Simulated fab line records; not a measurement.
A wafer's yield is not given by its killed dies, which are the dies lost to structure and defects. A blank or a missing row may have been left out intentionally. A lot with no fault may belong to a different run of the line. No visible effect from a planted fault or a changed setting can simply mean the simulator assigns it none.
fab line records	flow sky130
record: lots: 11	wafers: 33	last_day: 50
route steps=708 shown FIELD_ISO@11 DNWELL@43 PWDE@54 NWELL@76 PAD_OPEN@708
lots that met no fault: from a run of the same line without faults
start_h: hours from the record's opening day to when the first of the lot's shown wafers began	wait_h: time in hours since the lot's previous step	" unchanged from the row above	L1.1+2: a row that stands for several wafers	- no value, or no start given	* or withheld: withheld	< > ~ a bound
route shown NAME@n: a module of which the file shows steps, and the number in the route of the first	usual: mean/standard deviation of fault-free wafers	same: alike in all rows	chamber/n: place in a boat	sites: the reading at each site	_std_site: standard deviation of those values	_edge_site: outer sites' mean less inner sites'	radius_mm: for every site, how far away it sits from the centre of the wafer	mask NAME#n: copy n	behind: the last tool/chamber to shape the wafer	hold: what put the lot on hold/how long, in hours/how the hold closed	device: transistor that didn't switch, given as n, p or np	end of line: the same wafers' tests at the end of the route	where a step has no rows: the recipe by itself	killed: dies that structure and defects cost at the first sort, which is not the same as the wafer's yield	map: the dies of a wafer, with x for killed, . for not killed, _ for no die there
set.NAME: the setting the step ran with; set.NAME@STEP: the setting that earlier step ran with	model.NAME: the simulator's own value behind a step, which no gauge read
a sample of lots followed through the steps of the route, with each step as a table and each wafer as a row
services: when a tool's chamber went out of use (start_h, in hours from the record's first day, below 0 if earlier), for how many hours, and the reason
== steps ==
step: SKY_FIELD_ISO_EXPOSE_10
recipe: mask_id: FOM	na: 0.68	source_shape: annular	sigma_inner: 0.4	sigma_outer: 0.8	target_cd_nm: 150	dose_mj: 28
usual: exposure_dose_mJ_cm2: 27.99/0.035
lot.wafer	tool	chamber	start_h	wait_h	mask	exposure_dose_mJ_cm2
L405.3	krf_scanner-01	0	23.45	-	FOM#0	28.02
L405.5	"	0	"	"	FOM#0	28.05
L405.6	"	0	"	"	FOM#0	28.04
L408.1	krf_scanner-02	0	37.03	-	FOM#0	27.99
L408.4	"	0	"	"	FOM#0	27.93
L408.5	"	0	"	"	FOM#0	27.96
L411.1	krf_scanner-02	0	52.77	-	FOM#0	27.94
L411.3	"	0	"	"	FOM#0	27.92
L411.4	"	0	"	"	FOM#0	27.96
L415.1	krf_scanner-01	0	72.49	-	FOM#0	28.04
L415.2	"	0	"	"	FOM#0	28.01
L415.4	"	0	"	"	FOM#0	28.03
L416.1	krf_scanner-01	0	77.49	-	FOM#0	29.97
L416.4	"	0	"	"	FOM#0	29.97
L416.5	"	0	"	"	FOM#0	29.98
L420.1	krf_scanner-01	0	97.78	-	FOM#0	29.60
L420.4	"	0	"	"	FOM#0	29.58
L420.5	"	0	"	"	FOM#0	29.58
L421.1	krf_scanner-01	0	102.54	-	FOM#0	29.55
L421.4	"	0	"	"	FOM#0	29.55
L421.5	"	0	"	"	FOM#0	29.62
L422.2	krf_scanner-02	0	110.10	-	FOM#0	27.98
L422.3	"	0	"	"	FOM#0	28.00
L422.4	"	0	"	"	FOM#0	27.98
L425.3	krf_scanner-02	0	147.16	-	FOM#0	28.00
L425.4	"	0	"	"	FOM#0	27.96
L425.6	"	0	"	"	FOM#0	27.95
L426.1	krf_scanner-02	0	148.12	-	FOM#0	27.96
L426.3	"	0	"	"	FOM#0	28.00
L426.6	"	0	"	"	FOM#0	27.98
L428.1	krf_scanner-02	0	148.24	-	FOM#0	28.00
L428.2	"	0	"	"	FOM#0	27.94
L428.4	"	0	"	"	FOM#0	27.97
step: SKY_FIELD_ISO_CD_MEAS_13
recipe: target_cd_nm: 150
usual: cd_nm: 150.8/1.5
lot.wafer	tool	chamber	start_h	wait_h	hold	cd_nm
L405.3	cd_sem-01	-	30.88	-	-	149.4
L405.5	"	-	"	"	-	149.7
L405.6	"	-	"	"	-	150.3
L408.1	cd_sem-01	-	44.16	-	-	149.7
L408.4	"	-	"	"	-	148.4
L408.5	"	-	"	"	-	149.6
L411.1	cd_sem-01	-	60.25	-	-	150.8
L411.3	"	-	"	"	-	152.1
L411.4	"	-	"	"	-	153.0
L415.1	cd_sem-01	-	80.97	-	-	149.4
L415.2	"	-	"	"	-	150.7
L415.4	"	-	"	"	-	149.8
L416.1	cd_sem-01	-	85.57	-	await_dispo/0.2h/release	135.2
L416.4	"	-	"	"	await_dispo/0.2h/release	136.2
L416.5	"	-	"	"	await_dispo/0.2h/release	139.0
L416.1	cd_sem-01	-	85.86	0.3	-	135.7
L416.4	"	-	"	"	-	136.2
L416.5	"	-	"	"	-	138.9
L420.1	cd_sem-02	-	106.75	-	await_dispo/0.2h/release	139.6
L420.4	"	-	"	"	await_dispo/0.2h/release	139.2
L420.5	"	-	"	"	await_dispo/0.2h/release	138.5
L420.1	cd_sem-02	-	107.04	0.3	-	140.0
L420.4	"	-	"	"	-	139.2
L420.5	"	-	"	"	-	138.5
L421.1	cd_sem-01	-	112.12	-	await_dispo/0.2h/release	139.8
L421.4	"	-	"	"	await_dispo/0.2h/release	140.3
L421.5	"	-	"	"	await_dispo/0.2h/release	141.5
L421.1	cd_sem-01	-	112.54	0.4	-	139.5
L421.4	"	-	"	"	-	140.5
L421.5	"	-	"	"	-	141.7
L422.2	cd_sem-02	-	118.11	-	-	152.3
L422.3	"	-	"	"	-	152.0
L422.4	"	-	"	"	-	151.3
L425.3	cd_sem-02	-	157.44	-	-	149.4
L425.4	"	-	"	"	-	148.4
L425.6	"	-	"	"	-	148.5
L426.1	cd_sem-02	-	158.00	-	-	149.4
L426.3	"	-	"	"	-	148.9
L426.6	"	-	"	"	-	149.5
L428.1	cd_sem-02	-	158.29	-	-	152.0
L428.2	"	-	"	"	-	150.8
L428.4	"	-	"	"	-	150.8
step: SKY_DNWELL_STRIP_08
recipe: chemistry: O2/N2	power_w: 1400	pressure_mtorr: 1500	platen_temp_c: withheld	o2_flow_sccm: 3000	n2_flow_sccm: 300	overash_fraction: 0.5
usual: chamber_pressure_mTorr: 1500.1/1.3	drypump_motor_current_A: 6.0/0.59	oes_product_au: 0.723/0.0044	strip_time_to_endpoint_s: 36.91/0.1
same: overash_fraction: 0.5
lot.wafer	tool	chamber	start_h	wait_h	chamber_pressure_mTorr	drypump_motor_current_A	oes_product_au	rf_hours_counter_h	strip_time_to_endpoint_s
L405.3	plasma_asher-03	0	55.89	0.1	1499.0	6.6	0.726	-	37.03
L405.5	"	1	"	"	1498.5	5.5	0.722	-	37.01
L405.6	"	0	"	"	1500.6	6.6	0.728	-	37.07
L408.1	plasma_asher-01	0	66.22	0.1	1502.3	5.8	0.716	39	36.96
L408.4	"	1	"	"	1500.8	6.5	0.722	-	36.98
L408.5	"	0	"	"	1502.4	5.8	0.725	-	36.88
L411.1	plasma_asher-01	1	82.09	0.1	1499.6	6.5	0.720	41	36.79
L411.3	"	1	"	"	1503.0	6.5	0.729	-	36.85
L411.4	"	0	"	"	1498.2	5.8	0.727	-	36.70
L415.1	plasma_asher-01	1	105.49	0.1	1500.3	6.5	0.718	43	36.74
L415.2	"	0	"	"	1500.3	5.8	0.722	43	36.73
L415.4	"	0	"	"	1499.0	5.8	0.728	-	36.85
L416.1	plasma_asher-02	1	112.92	0.1	1498.2	6.6	0.721	44	36.93
L416.4	"	0	"	"	1500.8	5.2	0.728	-	36.87
L416.5	"	1	"	"	1497.6	6.5	0.719	-	36.81
L420.1	plasma_asher-02	0	129.67	0.1	1497.4	5.2	0.721	46	37.05
L420.4	"	0	"	"	1500.3	5.2	0.721	-	37.07
L420.5	"	1	"	"	1500.1	6.5	0.721	-	37.02
L421.1	plasma_asher-02	1	133.93	0.1	1499.7	6.6	0.719	46	36.90
L421.4	"	0	"	"	1500.5	5.2	0.729	-	36.97
L421.5	"	0	"	"	1499.3	5.2	0.717	-	37.04
L422.2	plasma_asher-03	1	140.18	0.1	1500.6	5.5	0.718	31	36.75
L422.3	"	1	"	"	1499.4	5.5	0.729	-	36.76
L422.4	"	0	"	"	1498.8	6.7	0.726	-	36.88
L428.1	plasma_asher-03	1	186.10	0.1	1499.6	5.5	0.727	35	36.94
L428.2	"	0	"	"	1503.1	6.7	0.718	35	36.93
L428.4	"	1	"	"	1500.3	5.5	0.721	-	36.94
L425.3	plasma_asher-02	1	186.41	0.1	1500.1	6.6	0.725	-	37.09
L425.4	"	0	"	"	1500.1	5.2	0.726	-	37.08
L425.6	"	1	"	"	1501.0	6.6	0.724	-	37.05
L426.1	plasma_asher-01	1	186.45	0.1	1499.9	6.5	0.717	51	36.94
L426.3	"	0	"	"	1498.3	5.8	0.718	-	37.02
L426.6	"	0	"	"	1498.1	5.8	0.724	-	36.90
step: SKY_PWDE_STRIP_09
recipe: chemistry: O2/N2	power_w: 1400	pressure_mtorr: 1500	platen_temp_c: withheld	o2_flow_sccm: 3000	n2_flow_sccm: 300	overash_fraction: 0.5
usual: chamber_pressure_mTorr: 1499.8/1.4	drypump_motor_current_A: 6.0/0.55	oes_product_au: 0.722/0.0048	strip_time_to_endpoint_s: 36.89/0.095
same: overash_fraction: 0.5
lot.wafer	tool	chamber	start_h	wait_h	chamber_pressure_mTorr	drypump_motor_current_A	oes_product_au	rf_hours_counter_h	strip_time_to_endpoint_s
L405.3	plasma_asher-01	1	72.02	0.1	1500.8	6.5	0.722	-	36.90
L405.5	"	1	"	"	1501.9	6.5	0.718	-	36.93
L405.6	"	0	"	"	1498.1	5.8	0.720	-	37.01
L408.1	plasma_asher-03	1	82.52	0.1	1497.3	5.5	0.722	24	36.83
L408.4	"	0	"	"	1498.5	6.7	0.726	-	36.83
L408.5	"	0	"	"	1500.9	6.7	0.721	-	36.89
L411.1	plasma_asher-03	1	99.74	0.1	1499.6	5.5	0.725	26	36.84
L411.3	"	0	"	"	1499.5	6.7	0.720	-	36.86
L411.4	"	1	"	"	1500.1	5.5	0.727	-	36.88
L415.1	plasma_asher-03	1	123.32	0.1	1499.9	5.5	0.730	29	36.88
L415.2	"	0	"	"	1497.8	6.7	0.716	29	36.88
L415.4	"	1	"	"	1498.6	5.5	0.730	-	36.88
L416.1	plasma_asher-03	1	129.82	0.1	1500.4	5.5	0.720	30	37.02
L416.4	"	0	"	"	1498.2	6.6	0.730	-	36.96
L416.5	"	0	"	"	1499.4	6.7	0.714	-	36.86
L420.1	plasma_asher-04	0	145.07	0.1	1498.9	6.5	0.722	2	36.95
L420.4	"	0	"	"	1502.1	6.5	0.726	-	36.93
L420.5	"	0	"	"	1501.4	6.5	0.725	-	36.90
L421.1	plasma_asher-04	0	151.92	0.1	1496.9	6.5	0.716	3	36.89
L421.4	"	0	"	"	1499.3	6.5	0.718	-	36.91
L421.5	"	1	"	"	1501.0	5.3	0.722	-	37.03
L422.2	plasma_asher-04	0	160.64	0.1	1500.1	6.5	0.713	4	36.94
L422.3	"	1	"	"	1501.9	5.3	0.711	-	37.00
L422.4	"	0	"	"	1499.4	6.5	0.724	-	37.03
L428.1	plasma_asher-01	0	207.57	0.1	1500.5	5.8	0.722	53	36.97
L428.2	"	1	"	"	1500.3	6.5	0.727	53	36.87
L428.4	"	1	"	"	1501.4	6.5	0.726	-	36.94
L425.3	plasma_asher-03	0	207.75	0.1	1500.6	6.6	0.728	-	36.90
L425.4	"	1	"	"	1501.6	5.5	0.719	-	36.92
L425.6	"	1	"	"	1497.9	5.5	0.721	-	36.83
L426.1	plasma_asher-04	0	207.92	0.1	1497.9	6.5	0.721	9	36.94
L426.3	"	1	"	"	1497.7	5.4	0.722	-	36.88
L426.6	"	1	"	"	1500.4	5.3	0.721	-	36.90
step: SKY_NWELL_OVL_MEAS_23
usual: NWELL_01_OVL: 0.3/1.5
lot.wafer	tool	chamber	start_h	wait_h	NWELL_01_OVL[nm]
L405.3	overlay-02	-	108.50	-	-2.8
L405.5	"	-	"	"	0.8
L405.6	"	-	"	"	-0.4
L408.1	overlay-01	-	118.22	-	-0.3
L408.4	"	-	"	"	1.3
L408.5	"	-	"	"	-0.5
L411.1	overlay-01	-	134.13	-	-0.7
L411.3	"	-	"	"	0.7
L411.4	"	-	"	"	0.1
L415.1	overlay-01	-	159.03	-	1.5
L415.2	"	-	"	"	1.1
L415.4	"	-	"	"	0.0
L416.1	overlay-01	-	165.44	-	1.3
L416.4	"	-	"	"	-1.3
L416.5	"	-	"	"	1.2
L420.1	overlay-01	-	186.57	-	0.7
L420.4	"	-	"	"	0.1
L420.5	"	-	"	"	1.1
L421.1	overlay-01	-	192.04	-	-3.1
L421.4	"	-	"	"	-2.3
L421.5	"	-	"	"	-0.2
L422.2	overlay-02	-	202.38	-	-3.1
L422.3	"	-	"	"	-0.6
L422.4	"	-	"	"	-1.8
L428.1	overlay-01	-	252.97	-	0.6
L428.2	"	-	"	"	-1.6
L428.4	"	-	"	"	-3.0
L425.3	overlay-02	-	253.33	-	0.0
L425.4	"	-	"	"	-0.9
L425.6	"	-	"	"	-1.7
L426.1	overlay-02	-	253.97	-	-1.7
L426.3	"	-	"	"	-1.7
L426.6	"	-	"	"	-0.5
step: SKY_PAD_OPEN_PROBE_99
usual: killed_at_M0_to_M3: 43/6.8	killed_at_M4_up: 3.2/1.9	killed_at_contacts: 24/5	killed_at_front_end: 16/4.9	killed_at_other: 0.4/0.76	killed_dies: 87/10	killed_open: 47/7.3	killed_short: 39/6.2
same: gross_dies: 492	killed_at_back_side: 0
lot.wafer	tool	chamber	start_h	wait_h	killed_at_M0_to_M3	killed_at_M4_up	killed_at_contacts	killed_at_front_end	killed_at_other	killed_dies	killed_open	killed_short
L405.3	prober-02	-	1068.08	0.2	38	2	29	17	1	87	49	38
L405.5	prober-02	-	1068.18	0.2	46	3	29	27	0	105	64	41
L405.6	prober-02	-	1068.23	0.2	34	2	33	15	1	85	52	33
L408.1	prober-01	-	1087.61	0.1	45	4	31	14	0	94	57	36
L408.4	prober-01	-	1087.76	0.2	36	3	22	14	0	75	41	33
L408.5	prober-01	-	1087.81	0.2	47	1	22	5	0	75	47	28
L411.1	prober-02	-	1103.69	0.1	46	4	27	13	2	92	51	39
L411.3	prober-02	-	1103.79	0.2	45	4	35	13	1	98	52	45
L411.4	prober-02	-	1103.84	0.2	50	3	26	8	1	88	43	44
L415.1	prober-02	-	1134.33	0.1	58	3	28	15	0	104	48	56
L415.2	prober-02	-	1134.38	0.1	38	2	27	18	0	85	41	44
L415.4	prober-02	-	1134.48	0.2	55	1	30	17	0	103	58	45
L416.1	prober-01	-	1135.59	0.1	45	2	20	24	0	91	45	45
L416.4	prober-01	-	1135.74	0.2	49	2	24	30	0	105	60	42
L416.5	prober-01	-	1135.79	0.2	42	4	24	12	1	83	51	32
L420.1	prober-01	-	1157.92	0.1	42	1	19	9	0	71	36	35
L420.4	prober-01	-	1158.07	0.2	39	3	17	14	1	74	42	31
L420.5	prober-01	-	1158.12	0.2	29	3	23	8	3	66	33	33
L421.1	prober-02	-	1161.70	0.1	37	6	36	13	1	93	54	39
L421.4	prober-02	-	1161.85	0.2	41	3	22	10	0	76	43	33
L421.5	prober-02	-	1161.90	0.2	48	2	19	24	0	93	49	44
L422.2	prober-01	-	1165.26	0.1	33	6	29	13	0	81	47	34
L422.3	prober-01	-	1165.31	0.2	40	1	29	15	1	86	48	38
L422.4	prober-01	-	1165.36	0.2	40	2	23	27	0	92	52	39
L425.3	prober-01	-	1201.06	0.2	42	4	24	14	0	84	57	27
L425.4	prober-01	-	1201.11	0.2	34	1	19	21	0	75	35	40
L425.6	prober-01	-	1201.21	0.2	22	3	25	9	0	59	36	23
L428.1	prober-02	-	1201.81	0.1	48	1	31	18	0	98	52	46
L428.2	prober-02	-	1201.86	0.1	36	1	26	14	1	78	44	34
L428.4	prober-02	-	1201.96	0.2	40	3	23	15	1	82	43	39
L426.1	prober-01	-	1203.69	0.1	44	2	23	9	0	78	43	35
L426.3	prober-01	-	1203.79	0.2	38	2	25	12	0	77	32	45
L426.6	prober-01	-	1203.94	0.2	37	4	18	12	0	71	37	34
killed by level:class
L405.3 VIA1:geometric_particle:open=12 CONTACT:geometric_particle:open=9 FIELD_ISO:geometric_particle:open=7 CONTACT:geometric_particle:short=6 LI_CONTACT:geometric_particle:open=5 FIELD_ISO:geometric_particle:short=4 VIA1:geometric_particle:short=4 LI_CONTACT:geometric_particle:short=4
L405.5 VIA1:geometric_particle:open=18 FIELD_ISO:geometric_particle:open=10 LI_CONTACT:geometric_particle:open=9 VIA2:geometric_particle:open=8 CONTACT:geometric_particle:open=7 FIELD_ISO:geometric_particle:short=6 CONTACT:geometric_particle:short=6 LOCAL_INTERCONNECT:geometric_particle:short=4
L405.6 CONTACT:geometric_particle:open=16 LI_CONTACT:geometric_particle:open=7 VIA1:geometric_particle:open=7 VIA1:geometric_particle:short=5 VIA2:geometric_particle:open=5 FIELD_ISO:geometric_particle:short=4 POLY_GATE:geometric_particle:open=4 LI_CONTACT:geometric_particle:short=4
L408.1 LI_CONTACT:geometric_particle:open=13 CONTACT:geometric_particle:open=12 VIA1:geometric_particle:open=11 METAL1:geometric_particle:short=8 VIA1:geometric_particle:short=6 METAL2:geometric_particle:short=6 VIA2:geometric_particle:open=5 VIA3:geometric_particle:open=5
L408.4 VIA1:geometric_particle:open=15 LI_CONTACT:geometric_particle:open=7 VIA1:geometric_particle:short=6 POLY_GATE:geometric_particle:open=5 CONTACT:geometric_particle:short=5 VIA2:geometric_particle:open=5 CONTACT:geometric_particle:open=4 FIELD_ISO:geometric_particle:short=3
L408.5 VIA1:geometric_particle:open=12 VIA2:geometric_particle:open=11 CONTACT:geometric_particle:open=8 LI_CONTACT:geometric_particle:open=5 VIA2:geometric_particle:short=5 CONTACT:geometric_particle:short=4 METAL1:geometric_particle:short=4 VIA1:geometric_particle:short=4
L411.1 VIA1:geometric_particle:open=12 VIA2:geometric_particle:open=9 LI_CONTACT:geometric_particle:open=8 CONTACT:geometric_particle:short=8 CONTACT:geometric_particle:open=6 POLY_GATE:geometric_particle:open=5 METAL2:geometric_particle:short=5 VIA3:geometric_particle:open=5
L411.3 CONTACT:geometric_particle:open=14 VIA1:geometric_particle:open=12 LI_CONTACT:geometric_particle:short=6 LI_CONTACT:geometric_particle:open=6 VIA1:geometric_particle:short=6 VIA3:geometric_particle:open=6 CONTACT:geometric_particle:short=5 VIA2:geometric_particle:open=5
L411.4 VIA1:geometric_particle:open=9 VIA2:geometric_particle:open=9 METAL2:geometric_particle:short=8 LI_CONTACT:geometric_particle:open=7 LI_CONTACT:geometric_particle:short=6 METAL1:geometric_particle:short=6 VIA1:geometric_particle:short=6 CONTACT:geometric_particle:short=5
L415.1 METAL1:geometric_particle:short=12 LI_CONTACT:geometric_particle:open=9 VIA1:geometric_particle:open=9 VIA2:geometric_particle:open=8 VIA2:geometric_particle:short=6 CONTACT:geometric_particle:open=6 FIELD_ISO:geometric_particle:short=5 LOCAL_INTERCONNECT:geometric_particle:short=5
L415.2 VIA1:geometric_particle:open=9 LOCAL_INTERCONNECT:geometric_particle:short=8 CONTACT:geometric_particle:open=8 METAL1:geometric_particle:short=8 LI_CONTACT:geometric_particle:open=6 POLY_GATE:geometric_particle:short=6 VIA2:geometric_particle:open=5 POLY_GATE:geometric_particle:open=4
L415.4 VIA1:geometric_particle:open=18 LI_CONTACT:geometric_particle:open=9 CONTACT:geometric_particle:open=9 CONTACT:geometric_particle:short=7 VIA3:geometric_particle:short=7 POLY_GATE:geometric_particle:short=4 METAL3:geometric_particle:short=4 VIA3:geometric_particle:open=4
L416.1 FIELD_ISO:geometric_particle:short=11 VIA2:geometric_particle:open=9 CONTACT:geometric_particle:open=8 VIA1:geometric_particle:open=8 FIELD_ISO:geometric_particle:open=7 METAL2:geometric_particle:short=7 VIA3:geometric_particle:open=6 VIA3:geometric_particle:short=5
L416.4 CONTACT:geometric_particle:open=12 VIA3:geometric_particle:open=10 FIELD_ISO:geometric_particle:open=7 FIELD_ISO:geometric_particle:short=7 METAL3:geometric_particle:short=7 METAL2:geometric_particle:open=6 VIA2:geometric_particle:open=6 POLY_GATE:geometric_particle:open=5
L416.5 CONTACT:geometric_particle:open=12 VIA2:geometric_particle:open=8 METAL2:geometric_particle:short=8 LI_CONTACT:geometric_particle:open=7 VIA3:geometric_particle:open=7 VIA1:geometric_particle:open=6 FIELD_ISO:geometric_particle:short=5 FIELD_ISO:geometric_particle:open=4
L420.1 VIA1:geometric_particle:open=12 LI_CONTACT:geometric_particle:open=6 LI_CONTACT:geometric_particle:short=5 METAL1:geometric_particle:short=5 VIA1:geometric_particle:short=5 VIA2:geometric_particle:short=5 METAL2:geometric_particle:short=4 VIA2:geometric_particle:open=4
L420.4 VIA1:geometric_particle:open=11 LI_CONTACT:geometric_particle:open=6 METAL1:geometric_particle:short=6 POLY_GATE:geometric_particle:open=5 VIA3:geometric_particle:open=5 LOCAL_INTERCONNECT:geometric_particle:short=4 CONTACT:geometric_particle:open=4 VIA2:geometric_particle:open=4
L420.5 LI_CONTACT:geometric_particle:open=9 CONTACT:geometric_particle:open=6 VIA1:geometric_particle:short=6 VIA1:geometric_particle:open=6 METAL2:geometric_particle:short=4 SPACER:geometric_particle:short=3 LI_CONTACT:geometric_particle:short=3 LOCAL_INTERCONNECT:geometric_particle:short=3
L421.1 LI_CONTACT:geometric_particle:open=13 CONTACT:geometric_particle:open=13 VIA1:geometric_particle:open=11 METAL1:geometric_particle:short=8 FIELD_ISO:geometric_particle:short=6 CONTACT:geometric_particle:short=6 VIA2:geometric_particle:open=4 METAL2:geometric_particle:short=4
L421.4 VIA2:geometric_particle:open=10 VIA1:geometric_particle:open=9 CONTACT:geometric_particle:open=8 METAL1:geometric_particle:short=7 VIA3:geometric_particle:open=5 LOCAL_INTERCONNECT:geometric_particle:short=5 POLY_GATE:geometric_particle:short=4 LI_CONTACT:geometric_particle:open=4
L421.5 VIA1:geometric_particle:open=14 FIELD_ISO:geometric_particle:short=7 VIA3:geometric_particle:short=7 CONTACT:geometric_particle:open=7 FIELD_ISO:geometric_particle:open=5 LI_CONTACT:geometric_particle:open=5 POLY_GATE:geometric_particle:open=5 METAL1:geometric_particle:short=5
L422.2 LI_CONTACT:geometric_particle:open=9 VIA2:geometric_particle:open=8 VIA3:geometric_particle:open=8 CONTACT:geometric_particle:open=7 METAL4:geometric_particle:short=6 LOCAL_INTERCONNECT:geometric_particle:short=5 LI_CONTACT:geometric_particle:short=4 VIA1:geometric_particle:short=4
L422.3 VIA1:geometric_particle:open=12 METAL2:geometric_particle:short=9 LI_CONTACT:geometric_particle:open=7 CONTACT:geometric_particle:open=7 CONTACT:geometric_particle:short=7 METAL3:geometric_particle:short=5 POLY_GATE:geometric_particle:open=4 LOCAL_INTERCONNECT:geometric_particle:short=4
L422.4 LI_CONTACT:geometric_particle:open=8 POLY_GATE:geometric_particle:open=7 CONTACT:geometric_particle:open=7 METAL1:geometric_particle:short=6 VIA1:geometric_particle:open=6 VIA2:geometric_particle:open=6 FIELD_ISO:geometric_particle:open=5 LOCAL_INTERCONNECT:geometric_particle:short=5
L425.3 VIA1:geometric_particle:open=10 CONTACT:geometric_particle:open=10 FIELD_ISO:geometric_particle:open=8 VIA2:geometric_particle:open=8 LI_CONTACT:geometric_particle:open=6 VIA3:geometric_particle:open=5 METAL1:geometric_particle:open=4 VIA3:geometric_particle:short=4
L425.4 FIELD_ISO:geometric_particle:short=7 CONTACT:geometric_particle:open=7 FIELD_ISO:geometric_particle:open=6 VIA1:geometric_particle:open=6 METAL2:geometric_particle:short=6 VIA3:geometric_particle:open=5 POLY_GATE:geometric_particle:short=4 LOCAL_INTERCONNECT:geometric_particle:short=4
L425.6 CONTACT:geometric_particle:open=13 VIA1:geometric_particle:open=6 LI_CONTACT:geometric_particle:open=5 LOCAL_INTERCONNECT:geometric_particle:short=4 FIELD_ISO:geometric_particle:short=3 CONTACT:geometric_particle:short=3 VIA3:geometric_particle:open=3 VIA2:geometric_particle:open=3
L428.1 VIA1:geometric_particle:open=12 CONTACT:geometric_particle:open=11 CONTACT:geometric_particle:short=9 VIA1:geometric_particle:short=8 LI_CONTACT:geometric_particle:open=7 VIA3:geometric_particle:open=7 POLY_GATE:geometric_particle:short=6 VIA2:geometric_particle:open=5
L428.2 CONTACT:geometric_particle:open=11 LI_CONTACT:geometric_particle:open=9 VIA1:geometric_particle:open=7 METAL3:geometric_particle:short=7 METAL1:geometric_particle:short=6 FIELD_ISO:geometric_particle:open=4 FIELD_ISO:geometric_particle:short=4 VIA2:geometric_particle:open=4
L428.4 LI_CONTACT:geometric_particle:open=11 VIA1:geometric_particle:open=9 POLY_GATE:geometric_particle:short=6 CONTACT:geometric_particle:open=6 VIA2:geometric_particle:open=6 METAL2:geometric_particle:short=5 METAL3:geometric_particle:short=5 METAL1:geometric_particle:short=4
L426.1 VIA1:geometric_particle:open=9 VIA3:geometric_particle:open=8 LI_CONTACT:geometric_particle:open=7 LOCAL_INTERCONNECT:geometric_particle:short=6 CONTACT:geometric_particle:open=5 METAL1:geometric_particle:short=5 METAL3:geometric_particle:short=5 FIELD_ISO:geometric_particle:open=4
L426.3 METAL1:geometric_particle:short=10 CONTACT:geometric_particle:open=9 LI_CONTACT:geometric_particle:open=7 FIELD_ISO:geometric_particle:short=6 VIA1:geometric_particle:short=6 VIA1:geometric_particle:open=5 METAL2:geometric_particle:short=5 POLY_GATE:geometric_particle:short=4
L426.6 VIA1:geometric_particle:open=8 CONTACT:geometric_particle:open=6 FIELD_ISO:geometric_particle:open=5 LOCAL_INTERCONNECT:geometric_particle:short=5 VIA1:geometric_particle:short=5 METAL2:geometric_particle:short=5 POLY_GATE:geometric_particle:open=4 CONTACT:geometric_particle:short=4
== services ==
tool	chamber	start_h	hours	kind
krf_scanner-02	-	23.19	0.8	pm
plasma_asher-01	-	25.09	1.7	repair
krf_scanner-01	-	31.86	1.3	pm
krf_scanner-01	-	33.34	1.1	repair
krf_scanner-02	-	45.63	1.3	pm
plasma_asher-02	-	66.00	4.8	repair
krf_scanner-02	-	82.11	1.0	pm
plasma_asher-02	-	87.87	0.4	repair
plasma_asher-02	-	92.71	2.8	pm
plasma_asher-04	-	94.85	8.8	repair
plasma_asher-01	-	101.14	1.3	repair
krf_scanner-02	0	106.37	-	calibration
plasma_asher-04	-	108.75	9.0	pm
krf_scanner-01	-	109.96	4.4	pm
krf_scanner-02	-	112.38	0.5	repair
krf_scanner-01	-	116.53	0.8	pm
krf_scanner-01	-	124.54	1.0	pm
krf_scanner-01	-	135.13	2.0	repair
krf_scanner-01	-	154.92	2.1	repair
plasma_asher-01	-	157.31	2.8	pm
krf_scanner-01	-	181.47	0.7	repair
krf_scanner-02	-	190.90	1.8	repair
krf_scanner-02	-	192.72	0.8	pm
krf_scanner-01	-	207.76	1.3	pm
== key ==
first_sign: step: SKY_FIELD_ISO_EXPOSE_10	reading: exposure_dose_mJ_cm2	direction: up	sigmas: 49	usual: *	struck: *
effect: step: SKY_FIELD_ISO_CD_MEAS_13	reading: visit	direction: added	through: control_loop
effect: step: SKY_FIELD_ISO_CD_MEAS_13	reading: cd_nm	direction: down	sigmas: 8.1	usual: 150.8	struck: 138.8	through: control_loop
met_at SKY_FIELD_ISO_EXPOSE_10
struck_lots L416,L420,L421
tester_left_out L416,L420,L421
loop_trim: step: SKY_FIELD_ISO_EXPOSE_10	setting: dose	lots: L420,L421
not_acting_at SKY_DNWELL_STRIP_08,SKY_PWDE_STRIP_09,SKY_NWELL_OVL_MEAS_23
onset_between 72.49 77.49
fault: kind: process_parameter_drift	tool: krf_scanner-01	chamber: -	onset_h: 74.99	steps: SKY_FIELD_ISO_EXPOSE_10	channel: dose_mj	offset: 1.9434	shape: step	acts_in: these_recipes_only	stated: 28
tester_left_out: of these lots the tester's yield and bins aren't shown, on N5 and GAA mostly nor the transistor test; their killed dies are dies lost to structure and defects alone, not to doping, threshold or leakage, so they don't give the yield
loop_trim: a control loop set the setting to another value than it would have without faults
